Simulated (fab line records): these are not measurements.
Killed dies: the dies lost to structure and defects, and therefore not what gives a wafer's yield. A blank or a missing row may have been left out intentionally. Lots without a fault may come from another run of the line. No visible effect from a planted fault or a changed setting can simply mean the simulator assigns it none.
Commonality check across tools ; flow gf180mcu ; Sample size 13 lots and 39 wafers

THE REASON FOR OPENING IT
At GF_LVPWELL_TW_MEAS_11 the reading LVPWELL_TW is flagged on 1 of 13 lots. No-fault wafers: 560, standard deviation 6.2.
Rule: a lot gets a flag if all its wafers with a number sit over 4 standard deviations from that mean, or if no wafer of it has a number. The other lots count as sound.

lot;measured;on;LVPWELL_TW, wafer by wafer;flag
L750;day 4 01:28;film_metro-04;558 557 560;
L751;day 4 09:02;film_metro-01;556 557 555;
L753;day 4 19:28;film_metro-01;558 557 556;
L756;day 5 13:19;film_metro-01;30 30 30;FLAGGED
L758;day 6 00:49;film_metro-03;575 570 573;
L759;day 6 06:50;film_metro-04;559 555 559;
L763;day 7 04:34;film_metro-04;554 556 556;
L764;day 7 11:32;film_metro-01;555 555 558;
L766;day 7 20:13;film_metro-01;555 555 552;
L767;day 8 03:20;film_metro-03;573 569 570;
L768;day 8 06:53;film_metro-03;568 571 568;
L769;day 8 15:13;film_metro-04;560 557 559;
L772;day 9 07:15;film_metro-04;560 560 557;
Average over the flagged lots: 30; offset from the usual -530, equal to -85 standard deviations.

EACH LOT AND THE TOOL IT RAN ON
The record holds 1 process step before the reading, out of a route of 602 steps. Each cell gives the tool, then ch followed by the chambers the sampled wafers passed through, then the start.
lot;flag;GF_LVPWELL_EXPOSE_04
L750;;iline_stepper-02 ch 0, day 3 18:40
L751;;iline_stepper-02 ch 0, day 4 02:01
L753;;iline_stepper-01 ch 0, day 4 12:10
L756;FLAGGED;iline_stepper-02 ch 0, day 5 05:54
L758;;iline_stepper-02 ch 0, day 5 17:38
L759;;iline_stepper-01 ch 0, day 5 23:05
L763;;iline_stepper-02 ch 0, day 6 20:28
L764;;iline_stepper-02 ch 0, day 7 03:13
L766;;iline_stepper-02 ch 0, day 7 11:37
L767;;iline_stepper-02 ch 0, day 7 18:49
L768;;iline_stepper-02 ch 0, day 7 22:43
L769;;iline_stepper-01 ch 0, day 8 06:14
L772;;iline_stepper-01 ch 0, day 8 22:14
What is done by these steps:
- GF_LVPWELL_EXPOSE_04: exposes mask LVPWELL, target cd 600 nm.
- GF_LVPWELL_TW_MEAS_11

FLAGGED OVER TOTAL, TOOL BY TOOL (the gauges that took the reading come last)
step;tool;lots run;flagged;share of the flagged lots;sound lots run after its first flagged lot
GF_LVPWELL_EXPOSE_04;iline_stepper-01;4;0;none;-
GF_LVPWELL_EXPOSE_04;iline_stepper-02;9;1;all;6 (L758,L763,L764,L766,L767,L768)
GF_LVPWELL_TW_MEAS_11;film_metro-01;5;1;all;2 (L764,L766)
GF_LVPWELL_TW_MEAS_11;film_metro-03;3;0;none;-
GF_LVPWELL_TW_MEAS_11;film_metro-04;5;0;none;-

WHAT THE TABLE ALLOWS
2 rows of the table ran every flagged lot: iline_stepper-02 at GF_LVPWELL_EXPOSE_04, film_metro-01 at GF_LVPWELL_TW_MEAS_11.
- iline_stepper-02 at GF_LVPWELL_EXPOSE_04 ran 9 lots, 1 of them flagged. Lots that were sound ran on it after the first flagged one (L758, L763, L764, L766, L767, L768); a persistent fault on the entire tool would not allow that.
- film_metro-01 at GF_LVPWELL_TW_MEAS_11 ran 5 lots, 1 of them flagged. Lots that were sound ran on it after the first flagged one (L764, L766); a persistent fault on the entire tool would not allow that.
Not one row of the table ran every flagged lot while running no sound lot after the first.

WHAT THE SIMULATOR PUT IN
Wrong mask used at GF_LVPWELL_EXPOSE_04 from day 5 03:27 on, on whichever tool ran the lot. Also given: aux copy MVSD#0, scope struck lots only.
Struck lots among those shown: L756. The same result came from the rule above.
